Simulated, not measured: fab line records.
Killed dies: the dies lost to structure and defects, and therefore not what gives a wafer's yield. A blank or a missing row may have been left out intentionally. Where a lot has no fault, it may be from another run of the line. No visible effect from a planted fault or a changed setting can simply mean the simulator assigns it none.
The tool behind it: which one?    flow gf180mcu    Sampling: 11 lots, 31 wafers, 5 of 602 route steps

== WHAT EACH GAUGE READ, for each wafer ==
GF_MIM_THK_MEAS_06. Usual: MIM_CVD_05_THK gives 41.8 nm (standard deviation 0.67).
lot   measured      on             MIM_CVD_05_THK (nm)  flag
L640  day 24 12:43  film-metro-03  41.3 43.2 41.7       
L641  day 25 00:30  film-metro-02  42.1 41.0 41.8       
L642  day 25 05:09  film-metro-04  42.3 40.9 43.2       
L644  day 26 06:52  film-metro-04  41.7                 
L649  day 27 09:35  film-metro-03  41.6 43.1 41.5       
L652  day 28 15:41  film-metro-03  40.8 42.2 41.4       
L653  day 29 00:22  film-metro-03  41.6 40.6 42.3       
L655  day 29 15:10  film-metro-03  42.1 43.0 42.1       
L656  day 29 21:58  film-metro-03  41.5 43.0 42.1       
L660  day 30 20:33  film-metro-04  42.6 41.0 41.7       
L663  day 31 15:01  film-metro-03  41.3 42.0 41.2       

GF_V5_THK_MEAS_01. Usual: V5_CVD_00_THK gives 299 nm (standard deviation 3.7).
lot   measured      on             V5_CVD_00_THK (nm)  flag
L640  day 26 09:18  film-metro-04  307 298 299         
L641  day 26 19:22  film-metro-03  295 297 296         
L642  day 27 00:31  film-metro-03  301 297 297         
L644  day 28 01:35  film-metro-01  360                 OFF
L649  day 29 02:06  film-metro-04  302 298 299         
L652  day 30 06:37  film-metro-03  300 302 296         
L653  day 30 15:01  film-metro-01  306 302 296         
L655  day 31 05:21  film-metro-01  302 303 306         
L656  day 31 12:07  film-metro-03  295 300 301         
L660  day 32 08:35  film-metro-01  302 302 297         
L663  day 33 00:56  film-metro-04  301 301 305         

GF_V5_THK_MEAS_03. Usual: V5_CVD_02_THK gives 1451 nm (standard deviation 18).
lot   measured      on             V5_CVD_02_THK (nm)  flag
L640  day 26 09:28  film-metro-03  1435 1446 1472      
L641  day 26 19:32  film-metro-04  1429 1422 1453      
L642  day 27 00:40  film-metro-04  1420 1418 1465      
L644  day 28 01:44  film-metro-03  1451                
L649  day 29 02:16  film-metro-04  1450 1453 1477      
L652  day 30 06:47  film-metro-03  1417 1472 1445      
L653  day 30 15:11  film-metro-01  1439 1440 1458      
L655  day 31 05:31  film-metro-03  1474 1499 1474      
L656  day 31 12:16  film-metro-03  1414 1462 1447      
L660  day 32 08:45  film-metro-04  1428 1435 1464      
L663  day 33 01:05  film-metro-04  1453 1451 1463      

== EACH LOT AND THE TOOL THAT RAN IT (in order: tool; ch and the chambers of the sampled wafers; start) ==
lot   GF_M5_ETCH_09                       GF_V5_CVD_00
L640  rie-diel-02 ch 0,2,3, day 26 08:31  hdpcvd-02 ch 0,1,2, day 26 09:14
L641  rie-diel-02 ch 0,1,2, day 26 18:37  hdpcvd-01 ch 0,1, day 26 19:19
L642  rie-diel-02 ch 0,2, day 26 23:46    hdpcvd-01 ch 0,1,2, day 27 00:27
L644  rie-diel-02 ch 1, day 28 00:49      hdpcvd-02 ch 0, day 28 01:31
L649  rie-diel-02 ch 1,2, day 29 01:22    hdpcvd-01 ch 0,2, day 29 02:04
L652  rie-diel-01 ch 1,2, day 30 05:52    hdpcvd-01 ch 0,1,2, day 30 06:33
L653  rie-diel-04 ch 0,1,3, day 30 14:17  hdpcvd-01 ch 0,1, day 30 14:57
L655  rie-diel-01 ch 1,2,3, day 31 04:37  hdpcvd-01 ch 0,1,2, day 31 05:18
L656  rie-diel-02 ch 0,1, day 31 11:20    hdpcvd-01 ch 0,1,2, day 31 12:02
L660  rie-diel-01 ch 1,2,3, day 32 07:41  hdpcvd-01 ch 0,1, day 32 08:32
L663  rie-diel-04 ch 2,3, day 33 00:10    hdpcvd-01 ch 1,2, day 33 00:52
- GF_M5_ETCH_09: etches Si3N4 in CF4/O2, target depth 52 nm, time 11.6 s.
- GF_V5_CVD_00: deposits SiO2, target thk 300 nm, time 50 s.

== AS READ BY THE TOOLS THEMSELVES (means over the sampled wafers that have a number; for cases with no such wafer, the mark the record gives instead) ==
GF_M5_ETCH_09. Usual: drypump-motor-current-A 5.5 A, standard deviation 0.49; oes-product-au 1.000 a.u., standard deviation 0.013; throttle-valve-pct 5.971 %, standard deviation 0.01.
lot   tool         drypump-motor-current-A (A)  oes-product-au (a.u.)  throttle-valve-pct (%)  flag
L640  rie-diel-02  5.9                          0.988                  5.961                   
L641  rie-diel-02  5.9                          0.995                  5.966                   
L642  rie-diel-02  6.3                          1.002                  5.970                   
L644  rie-diel-02  5.3                          0.992                  5.961                   
L649  rie-diel-02  6.1                          0.984                  5.961                   
L652  rie-diel-01  5.3                          1.006                  5.976                   
L653  rie-diel-04  5.2                          1.008                  5.973                   
L655  rie-diel-01  5.3                          1.023                  5.978                   
L656  rie-diel-02  5.5                          0.984                  5.964                   
L660  rie-diel-01  5.3                          1.007                  5.977                   
L663  rie-diel-04  5.1                          1.003                  5.969                   

GF_V5_CVD_00. Usual: 60.02 sccm for sih4-flow-sccm, sd 0.16.
lot   tool       sih4-flow-sccm (sccm)  flag
L640  hdpcvd-02  59.86                  
L641  hdpcvd-01  60.05                  
L642  hdpcvd-01  60.12                  
L644  hdpcvd-02  72.23                  OFF
L649  hdpcvd-01  60.05                  
L652  hdpcvd-01  60.00                  
L653  hdpcvd-01  60.02                  
L655  hdpcvd-01  60.06                  
L656  hdpcvd-01  59.95                  
L660  hdpcvd-01  60.04                  
L663  hdpcvd-01  59.91                  

== THE ANSWER, worked out from the rows above alone ==
Rule: a lot counts as off when the mean over its wafers that have a number is more than 3 standard deviations away from the usual mean. A lot without any number at a reading at which 4 lots or more have one is off too. All remaining lots with rows at the step are treated as sound. After the gauges, taken in route order, come the tools' own readings; for these a lot's mean is taken, as printed above. At the first step where some lot is off, the reading lying furthest off is the one used; lots without a number count as furthest.
Off: L644, seen at GF_V5_THK_MEAS_01 (V5_CVD_00_THK).
If a tool, at a process step before that reading, ran all the lots that are off and no sound lot after the first of them, it fits. Not tried: the gauges at GF_V5_THK_MEAS_01; whatever is off there is also off at GF_V5_CVD_00, on other tools, and gauge error can't account for it. One fits: hdpcvd-02 at GF_V5_CVD_00. Its last sound lot is L640 (day 26 09:14), its first lot that is off L644 (day 28 01:31): a fault that began between those two fits.
The tool's own readings at GF_V5_CVD_00 bear it out: on the lots that are off they differ by more than 5 times the standard deviation of the sound lots' means. sih4-flow-sccm reads 72.23 sccm there against 60.01 sccm on the sound lots.

== WHAT WAS PUT IN BY THE SIMULATOR ==
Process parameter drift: hdpcvd-02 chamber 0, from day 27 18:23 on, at GF_V5_CVD_00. From 60, the setting sih4-flow-sccm moved by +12. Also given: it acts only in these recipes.
Shown lots that were struck: L644. The rule above reached the same finding.
